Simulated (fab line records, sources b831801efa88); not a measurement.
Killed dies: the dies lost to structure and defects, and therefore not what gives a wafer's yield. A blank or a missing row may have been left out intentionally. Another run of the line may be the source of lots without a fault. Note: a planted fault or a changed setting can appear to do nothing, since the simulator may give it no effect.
Matching of chambers | flow sky130 | cmp-01 running SKY_VIA1_CMP_02: 4 sister chambers
The step polishes SiO2. 14 wafers are shown with their chamber, then 7 later ones without.

== EACH WAFER AND ITS CHAMBER ==
wafer  | chamber | motor-current-A (A) | edge-zone-pressure-frac
L462.2 | 2       | 11.0                | 1.005
L462.3 | 3       | 12.6                | 0.994
L462.6 | 3       | 12.6                | 0.994
L463.3 | 0       | 11.8                | 1.004
L463.5 | 1       | 11.1                | 0.994
L463.6 | 0       | 11.7                | 1.003
L468.2 | 1       | 11.6                | 0.998
L468.5 | 2       | 11.1                | 1.004
L468.6 | 3       | 12.6                | 0.989
L467.1 | 3       | 13.0                | 0.998
L467.2 | 2       | 11.1                | 1.005
L467.3 | 1       | 11.3                | 1.004
L482.3 | 1       | 11.1                | 1.001
L482.4 | 3       | 12.7                | 0.995

SIGNATURES (averages over the wafers above)
reading                 | chamber 0 | chamber 1 | chamber 2 | chamber 3 | scatter within a chamber
motor-current-A         | 11.750    | 11.275    | 11.067    | 12.700    | 0.173
edge-zone-pressure-frac | 1.00350   | 0.99925   | 1.00467   | 0.99400   | 0.00313
Rule: a wafer lies at a distance from a chamber equal to the root of the sum of squares, over the readings, of (its reading less the chamber's mean, divided by the reading's scatter). The wafer belongs to the nearest chamber; if the next one is less than 2 further off, it can't be placed. How the scatter is found: for the shown wafers, subtract from each reading the mean of its chamber, square and add these, divide the total by (wafers less chambers), then take the root.

== WAFERS WITH NO CHAMBER GIVEN ==
wafer  | motor-current-A (A) | edge-zone-pressure-frac
L482.6 | 10.9                | 1.000
L483.2 | 11.4                | 0.995
L483.4 | 13.4                | 0.997
L483.6 | 11.4                | 1.003
L484.1 | 11.1                | 1.000
L484.2 | 11.3                | 0.998
L484.4 | 11.7                | 0.995

== THE CHAMBER EACH PASSED THROUGH ==
wafer  | from the rows above          | in truth
L482.6 | can't be placed: 2 or 1      | 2
L483.2 | can't be placed: 1 or 0      | 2
L483.4 | 3                            | 3
L483.6 | can't be placed: 1 or 2 or 0 | 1
L484.1 | can't be placed: 1 or 2      | 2
L484.2 | 1                            | 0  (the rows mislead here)
L484.4 | can't be placed: 0 or 1      | 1
Correct placement for 1 of the 7. From these rows, 5 cannot be placed; in 4 the true chamber is one of the candidates. Placed wrongly: 1.
